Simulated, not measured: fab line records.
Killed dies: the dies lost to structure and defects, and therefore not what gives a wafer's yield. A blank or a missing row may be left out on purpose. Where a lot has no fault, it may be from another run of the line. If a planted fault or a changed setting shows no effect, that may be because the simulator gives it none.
Which tool is to blame?	flow sky130	6 lots with 18 wafers sampled at 2 steps, on a route of 708 steps

== WHAT THE GAUGES READ, wafer by wafer ==
SKY_NWELL_TW_MEAS_26.
lot	measured	on	NWELL_2_TW
L789	day 6 01:33	filmMetro-04	498 500 499
L791	day 6 12:40	filmMetro-01	500 500 501
L795	day 7 10:25	filmMetro-03	524 525 527 525 524 525
L798	day 8 01:25	filmMetro-03	502 502 503
L806	day 10 03:00	filmMetro-04	493 494 491
L810	day 11 10:16	filmMetro-01	497 495 498

== WHICH TOOL RAN EACH LOT (tool, then ch and the chambers of the sampled wafers, then the start) ==
lot	SKY_NWELL_IMPLANT_24
L789	implanter-02 ch 0, day 6 01:20
L791	implanter-03 ch 0, day 6 12:25
L795	implanter-02 ch 0, day 7 10:10
L798	implanter-03 ch 0, day 8 01:11
L806	implanter-01 ch 0, day 10 02:45
L810	implanter-01 ch 0, day 11 10:01
- SKY_NWELL_IMPLANT_24

== THE ANSWER, worked out from the rows above alone ==
Rule: what is usual is taken from the lots themselves. The widest of any qualifying gaps counts: lots, ordered by their means at a reading, are off when they make up no more than a third of the lots, leave a main group of 4 or more, and stand apart from it by 3 or more times the standard deviation of that group's means. A main group is skipped when, at the precision printed for the reading in the tables above, its means are all equal. A lot without any number at a reading at which 4 lots or more have one is off too. All remaining lots with rows at the step are treated as sound.
Off: L795, seen at SKY_NWELL_TW_MEAS_26 (NWELL_2_TW). The main group: mean 498, standard deviation 3.3.
If a tool, at a process step before that reading, ran all the lots that are off and no sound lot after the first of them, it fits. Those tools and the gauges at SKY_NWELL_TW_MEAS_26 are tried in the same way. One candidate fits, namely implanter-02 at SKY_NWELL_IMPLANT_24. Its last sound lot is L789 (day 6 01:20), its first lot that is off L795 (day 7 10:10): a fault that began between those two fits.

== WHAT WAS PUT IN BY THE SIMULATOR ==
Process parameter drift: implanter-02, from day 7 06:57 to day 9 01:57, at SKY_NWELL_IMPLANT_24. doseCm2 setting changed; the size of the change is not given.
Shown lots that were struck: L795. The same result came from the rule above.
